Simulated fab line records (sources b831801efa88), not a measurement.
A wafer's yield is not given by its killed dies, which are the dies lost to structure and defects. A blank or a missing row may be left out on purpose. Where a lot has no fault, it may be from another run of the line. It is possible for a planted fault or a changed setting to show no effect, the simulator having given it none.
fab line records ; flow sky130
record lots=6; wafers=18; last-day=50
route steps=708 shown SONOS_ONO@168 PAD_OPEN@708
lots that met no fault: from a run of the same line without faults
start-h: hours from the record's first day to the start of the lot's first wafer shown ; wait-h: how many hours have passed since the lot's step before this one ; " as in the row above ; L1.1+2: a row that stands for several wafers ; - value missing, or start not given ; * or withheld: withheld ; < > ~ a bound
route shown NAME@n: a module of which the file shows steps, and the number in the route of the first ; usual: the fault-free wafers' mean and standard deviation ; same: alike in all rows ; chamber/n: place in a boat ; sites: the reading at each site ; _std_site: standard deviation across them ; _edge_site: outer sites' mean less inner sites' ; radius-mm: how far each site lies from the wafer's centre ; mask NAME#n: copy n ; behind: the most recent tool/chamber to have shaped the wafer ; hold: cause of the lot's hold/its duration in hours/its outcome ; device: which transistor (n, p or np) failed to switch ; end of line: at the end of the route, the tests of the same wafers ; step lacking rows: just its recipe ; killed: at the first sort, the dies lost to defects and structure; wafer yield is something else ; map: shows each die of a wafer: x if killed, . if not, _ if none is there
set.NAME: the run value of the setting; set.NAME@STEP: its run value at that earlier step ; model.NAME: the simulator's own value behind a step, which no gauge read
lots at some steps of the route; a table a step, a row a wafer
services: from which hour (start-h, from the record's first day; less than 0 if before it) a tool's chamber was out of use, for how many hours, and why
## steps
# step SKY_SONOS_ONO_OXIDATION_00
# recipe temp-c=800; ambient=O2; idle-temp-c=700; ramp-up-c-per-min=10; ramp-down-c-per-min=3; stabilise-s=600; purge-s=300; target-thk-a=26; ox-time-s=1249
# step SKY_SONOS_ONO_THK_MEAS_01
# recipe reads=SiO2_of_SONOS_ONO_OXIDATION_00
# usual SONOS_ONO_OXIDATION_THK=2.59/0.059
lot.wafer;tool;chamber;start-h;wait-h;SONOS_ONO_OXIDATION_THK[nm]
L294.1;film-metro-02;-;246.51;0.0;2.56
L294.5;film-metro-02;-;246.51;0.0;2.65
L294.6;film-metro-02;-;246.51;0.0;2.62
L296.4;film-metro-03;-;266.41;0.0;2.59
L296.5;film-metro-03;-;266.41;0.0;2.62
L296.6;film-metro-03;-;266.41;0.0;2.56
L304.1;film-metro-01;-;352.49;0.0;2.58
L304.3;film-metro-01;-;352.49;0.0;2.62
L304.4;film-metro-01;-;352.49;0.0;2.55
L307.3;film-metro-01;-;376.78;0.0;2.65
L307.4;film-metro-01;-;376.78;0.0;2.67
L307.6;film-metro-01;-;376.78;0.0;2.61
L309.2;film-metro-02;-;391.91;0.0;2.67
L309.4;film-metro-02;-;391.91;0.0;2.55
L309.5;film-metro-02;-;391.91;0.0;2.59
L316.2;film-metro-02;-;429.86;0.0;2.59
L316.5;film-metro-02;-;429.86;0.0;2.53
L316.6;film-metro-02;-;429.86;0.0;2.61
# step SKY_SONOS_ONO_CVD_02
# recipe material=Si3N4; precursor=DCS/NH3; target-thk-nm=10.5; temp-c=770; time-s=180; pressure-mtorr=250
# step SKY_SONOS_ONO_THK_MEAS_03
# recipe reads=Si3N4_of_SONOS_ONO_CVD_02
# usual SONOS_ONO_CVD_02_THK=10.47/0.17
lot.wafer;tool;chamber;start-h;wait-h;SONOS_ONO_CVD_02_THK[nm]
L294.1;film-metro-03;-;250.52;0.0;10.33
L294.5;film-metro-03;-;250.52;0.0;10.40
L294.6;film-metro-03;-;250.52;0.0;10.27
L296.4;film-metro-02;-;267.52;0.0;10.09
L296.5;film-metro-02;-;267.52;0.0;10.35
L296.6;film-metro-02;-;267.52;0.0;10.43
L304.1;film-metro-03;-;353.60;0.0;10.47
L304.3;film-metro-03;-;353.60;0.0;10.48
L304.4;film-metro-03;-;353.60;0.0;10.64
L307.3;film-metro-02;-;378.40;0.0;10.48
L307.4;film-metro-02;-;378.40;0.0;10.45
L307.6;film-metro-02;-;378.40;0.0;10.50
L309.2;film-metro-02;-;393.71;0.0;10.34
L309.4;film-metro-02;-;393.71;0.0;10.31
L309.5;film-metro-02;-;393.71;0.0;10.29
L316.2;film-metro-03;-;430.97;0.0;10.75
L316.5;film-metro-03;-;430.97;0.0;10.62
L316.6;film-metro-03;-;430.97;0.0;10.60
# step SKY_SONOS_ONO_CVD_04
# recipe material=SiO2; precursor=SiH4/N2O; target-thk-nm=5.7199; temp-c=900; pressure-mtorr=400
# step SKY_SONOS_ONO_THK_MEAS_05
# recipe reads=SiO2_of_SONOS_ONO_CVD_04
# usual SONOS_ONO_CVD_04_THK=5.71/0.14
lot.wafer;tool;chamber;start-h;wait-h;SONOS_ONO_CVD_04_THK[nm]
L294.1;film-metro-01;-;251.83;0.0;5.80
L294.5;film-metro-01;-;251.83;0.0;5.74
L294.6;film-metro-01;-;251.83;0.0;5.85
L296.4;film-metro-01;-;268.83;0.0;5.83
L296.5;film-metro-01;-;268.83;0.0;5.89
L296.6;film-metro-01;-;268.83;0.0;5.93
L304.1;film-metro-02;-;354.91;0.0;5.69
L304.3;film-metro-02;-;354.91;0.0;5.66
L304.4;film-metro-02;-;354.91;0.0;5.59
L307.3;film-metro-01;-;379.71;0.0;5.46
L307.4;film-metro-01;-;379.71;0.0;5.55
L307.6;film-metro-01;-;379.71;0.0;5.46
L309.2;film-metro-02;-;395.02;0.0;5.59
L309.4;film-metro-02;-;395.02;0.0;5.58
L309.5;film-metro-02;-;395.02;0.0;5.68
L316.2;film-metro-03;-;432.28;0.0;5.66
L316.5;film-metro-03;-;432.28;0.0;5.67
L316.6;film-metro-03;-;432.28;0.0;5.59
# step SKY_SONOS_ONO_DEHYDRATE_06
# recipe temp-c=200; time-s=60
# step SKY_SONOS_ONO_HMDS_07
# recipe prime-time-s=60; prime-temp-c=120
# step SKY_SONOS_ONO_COAT_08
# recipe resist=NOVOLAK; spin-rpm=3000; resist-thk-nm=1140
# step SKY_SONOS_ONO_SOFTBAKE_09
# recipe temp-c=90; time-s=60; resist=NOVOLAK
# step SKY_SONOS_ONO_EXPOSE_10
# recipe mask-id=ONOM; target-cd-nm=410; na=0.6; source-shape=conventional; sigma-outer=0.6; dose-mj=150
# step SKY_SONOS_ONO_PEB_11
# recipe temp-c=withheld; time-s=*; resist=NOVOLAK
# step SKY_SONOS_ONO_DEVELOP_12
# recipe develop-time-s=60; dev-temp-c=23
# usual chill-plate-temp-C=22.98/0.1
lot.wafer;tool;chamber;start-h;wait-h;chill-plate-temp-C
L294.1;litho-track-04;0;274.60;0.1;22.91
L294.5;litho-track-04;0;274.60;0.1;23.04
L294.6;litho-track-04;0;274.60;0.1;22.93
L296.4;litho-track-01;0;293.14;0.1;23.07
L296.5;litho-track-01;0;293.14;0.1;23.03
L296.6;litho-track-01;0;293.14;0.1;23.08
L304.1;litho-track-01;0;382.87;0.1;23.06
L304.3;litho-track-01;0;382.87;0.1;23.05
L304.4;litho-track-01;0;382.87;0.1;22.91
L307.3;litho-track-01;0;408.72;0.1;23.03
L307.4;litho-track-01;0;408.72;0.1;22.87
L307.6;litho-track-01;0;408.72;0.1;22.89
L309.2;litho-track-02;0;424.46;0.1;23.01
L309.4;litho-track-02;0;424.46;0.1;22.84
L309.5;litho-track-02;0;424.46;0.1;22.80
L316.2;litho-track-04;0;462.57;0.1;23.27
L316.5;litho-track-04;0;462.57;0.1;22.93
L316.6;litho-track-04;0;462.57;0.1;22.96
# step SKY_SONOS_ONO_CD_MEAS_13
# recipe target-cd-nm=410
# usual cd-nm=410.1/2.4
lot.wafer;tool;chamber;start-h;wait-h;cd-nm
L294.1;cd-sem-01;-;274.75;0.1;412.8
L294.5;cd-sem-01;-;274.75;0.1;412.3
L294.6;cd-sem-01;-;274.75;0.1;411.7
L296.4;cd-sem-01;-;293.28;0.1;413.5
L296.5;cd-sem-01;-;293.28;0.1;413.8
L296.6;cd-sem-01;-;293.28;0.1;413.6
L304.1;cd-sem-02;-;383.02;0.1;386.2
L304.3;cd-sem-02;-;383.02;0.1;389.1
L304.4;cd-sem-02;-;383.02;0.1;386.2
L307.3;cd-sem-02;-;408.86;0.1;388.5
L307.4;cd-sem-02;-;408.86;0.1;389.5
L307.6;cd-sem-02;-;408.86;0.1;388.5
L309.2;cd-sem-01;-;424.61;0.1;409.5
L309.4;cd-sem-01;-;424.61;0.1;409.3
L309.5;cd-sem-01;-;424.61;0.1;406.7
L316.2;cd-sem-02;-;462.72;0.1;408.3
L316.5;cd-sem-02;-;462.72;0.1;408.1
L316.6;cd-sem-02;-;462.72;0.1;408.6
# step SKY_SONOS_ONO_OVL_MEAS_14
# usual SONOS_ONO_OVL=0.4/1.4
lot.wafer;tool;chamber;start-h;wait-h;SONOS_ONO_OVL[nm]
L294.1;overlay-01;-;274.87;0.1;-0.4
L294.5;overlay-01;-;274.87;0.1;0.4
L294.6;overlay-01;-;274.87;0.1;-0.6
L296.4;overlay-02;-;293.36;0.1;0.8
L296.5;overlay-02;-;293.36;0.1;1.6
L296.6;overlay-02;-;293.36;0.1;1.7
L304.1;overlay-01;-;383.14;0.1;1.5
L304.3;overlay-01;-;383.14;0.1;-0.3
L304.4;overlay-01;-;383.14;0.1;-0.2
L307.3;overlay-01;-;408.95;0.1;-1.6
L307.4;overlay-01;-;408.95;0.1;1.4
L307.6;overlay-01;-;408.95;0.1;1.8
L309.2;overlay-01;-;424.71;0.1;-1.4
L309.4;overlay-01;-;424.71;0.1;-0.7
L309.5;overlay-01;-;424.71;0.1;-1.0
L316.2;overlay-01;-;462.82;0.1;-0.8
L316.5;overlay-01;-;462.82;0.1;-0.4
L316.6;overlay-01;-;462.82;0.1;1.4
# step SKY_SONOS_ONO_ETCH_15
# recipe target-depth-nm=19.52; chemistry=CHF3/O2; source-w=600; bias-w=200; pressure-mtorr=40; chf3-flow-sccm=50; O2_flow_sccm=5; time-s=7.8
# usual drypump-motor-current-A=5.6/0.52; oes-product-au=1.003/0.01; throttle-valve-pct=8.823/0.011
lot.wafer;tool;chamber;start-h;wait-h;drypump-motor-current-A;oes-product-au;rf-hours-counter-h;throttle-valve-pct;model.SONOS_ONO.cd-nm
L294.1;rie-diel-04;1;274.90;0.0;5.8;1.004;71;8.833;412.9
L294.5;rie-diel-04;2;274.90;0.0;5.2;1.005;-;8.849;412.1
L294.6;rie-diel-04;1;274.90;0.0;5.8;1.005;-;8.822;411.4
L296.4;rie-diel-04;2;293.37;0.0;5.3;1.010;42;8.829;414
L296.5;rie-diel-04;2;293.37;0.0;5.2;1.006;-;8.829;413.6
L296.6;rie-diel-04;3;293.37;0.0;5.8;1.007;-;8.811;413.5
L304.1;rie-diel-02;2;383.17;0.0;6.4;1.007;7;8.821;386.1
L304.3;rie-diel-02;1;383.17;0.0;5.7;1.009;68;8.828;389
L304.4;rie-diel-02;3;383.17;0.0;5.4;0.990;2;8.817;386.3
L307.3;rie-diel-02;3;408.97;0.0;5.4;0.985;2;8.829;388.4
L307.4;rie-diel-02;0;408.97;0.0;6.3;1.008;70;8.819;389.7
L307.6;rie-diel-02;2;408.97;0.0;6.4;1.007;-;8.825;388.4
L309.2;rie-diel-02;1;424.74;0.0;5.6;1.010;69;8.812;409
L309.4;rie-diel-02;0;424.74;0.0;6.4;1.012;70;8.819;409.5
L309.5;rie-diel-02;2;424.74;0.0;6.4;1.013;-;8.834;406.8
L316.2;rie-diel-04;1;462.85;0.0;5.8;1.005;75;8.829;408.8
L316.5;rie-diel-04;2;462.85;0.0;5.2;1.024;-;8.819;408.3
L316.6;rie-diel-04;1;462.85;0.0;5.8;1.022;-;8.806;408.6
# step SKY_SONOS_ONO_WET_ETCH_16
# recipe chemistry=dHF; target-depth-nm=14; dry=n2-spin; target=SiO2; dilution=100:1; temp-c=25; time-s=280
# step SKY_PAD_OPEN_PROBE_99
# usual killed_at_M0_to_M3=44/6.4; killed_at_M4_up=3.6/2.1; killed-at-contacts=23/5.1; killed-at-front-end=15/4.3; killed-at-other=0.3/0.56; killed-dies=86/9; killed-open=47/6.4; killed-short=39/5.8
# same gross-dies=492; killed-at-back-side=0
lot.wafer;tool;chamber;start-h;wait-h;killed_at_M0_to_M3;killed_at_M4_up;killed-at-contacts;killed-at-front-end;killed-at-other;killed-dies;killed-open;killed-short
L307.3;prober-01;-;1156.92;0.2;36;2;20;18;1;77;49;28
L307.4;prober-01;-;1156.97;0.2;40;6;23;23;0;92;56;36
L307.6;prober-01;-;1157.07;0.2;37;1;28;12;1;79;46;32
L316.2;prober-01;-;1194.57;0.1;45;7;23;15;0;90;44;46
L316.5;prober-01;-;1194.72;0.2;52;4;18;13;0;87;53;34
L316.6;prober-01;-;1194.77;0.2;40;7;28;8;1;84;50;34
# killed by level:class
L307.3 VIA1:geometric-particle:open=9 VIA2:geometric-particle:open=9 LI_CONTACT:geometric-particle:open=6 POLY_GATE:geometric-particle:short=5 VIA3:geometric-particle:open=5 FIELD_ISO:geometric-particle:open=4 CONTACT:geometric-particle:open=4 LOCAL_INTERCONNECT:geometric-particle:open=4
L307.4 VIA1:geometric-particle:open=14 LI_CONTACT:geometric-particle:open=8 CONTACT:geometric-particle:open=8 VIA2:geometric-particle:open=7 FIELD_ISO:geometric-particle:open=6 POLY_GATE:geometric-particle:short=5 VIA3:geometric-particle:open=5 METAL4:geometric-particle:short=4
L307.6 LI_CONTACT:geometric-particle:open=13 CONTACT:geometric-particle:open=6 VIA1:geometric-particle:open=6 METAL2:geometric-particle:short=6 VIA3:geometric-particle:open=6 FIELD_ISO:geometric-particle:open=4 LOCAL_INTERCONNECT:geometric-particle:short=4 VIA1:geometric-particle:short=4
L316.2 LI_CONTACT:geometric-particle:open=9 FIELD_ISO:geometric-particle:open=7 METAL1:geometric-particle:short=7 VIA1:geometric-particle:short=7 METAL2:geometric-particle:short=6 VIA3:geometric-particle:open=6 VIA1:geometric-particle:open=5 VIA2:geometric-particle:open=5
L316.5 VIA1:geometric-particle:open=18 VIA2:geometric-particle:open=9 CONTACT:geometric-particle:open=8 FIELD_ISO:geometric-particle:open=6 VIA3:geometric-particle:short=6 VIA3:geometric-particle:open=5 CONTACT:geometric-particle:short=4 METAL1:geometric-particle:short=4
L316.6 VIA1:geometric-particle:open=10 CONTACT:geometric-particle:open=9 VIA2:geometric-particle:open=9 METAL1:geometric-particle:short=8 CONTACT:geometric-particle:short=7 LI_CONTACT:geometric-particle:open=6 VIA3:geometric-particle:open=6 METAL4:geometric-particle:short=4
## services
tool;chamber;start-h;hours;kind
rie-diel-04;-;259.02;0.3;repair
rie-diel-02;3;259.47;-;clean
rie-diel-02;3;259.47;17.9;scheduled-down
rie-diel-02;3;259.47;17.9;vent-cycle
rie-diel-04;0;384.64;1.9;repair
rie-diel-04;3;458.66;-;clean
rie-diel-04;3;458.66;12.6;scheduled-down
rie-diel-04;3;458.66;12.6;vent-cycle
## key
first-sign step=SKY_SONOS_ONO_CD_MEAS_13; reading=cd-nm; direction=down; sigmas=9.2; usual=410.1; struck=388.0
effect none on later readings
model-effect step=SKY_SONOS_ONO_ETCH_15; value=SONOS_ONO.cd-nm; without=409.4; struck=388
met-at SKY_SONOS_ONO_DEVELOP_12
struck-wafers L304.1,L304.3,L304.4,L307.3,L307.4,L307.6
tester-left-out L304,L307
onset-between 293.14 382.87
fault kind=process-parameter-drift; tool=litho-track-01; chamber=-; onset-h=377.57; steps=SKY_SONOS_ONO_DEVELOP_12; channel=develop-time-s; offset=*; shape=step; end-h=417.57; acts-in=*; stated=*
# tester-left-out: of these lots the tester's yield and bins aren't shown, on N5 and GAA mostly nor the transistor test; their killed dies are dies lost to structure and defects alone, not to doping, threshold or leakage, so they don't give the yield
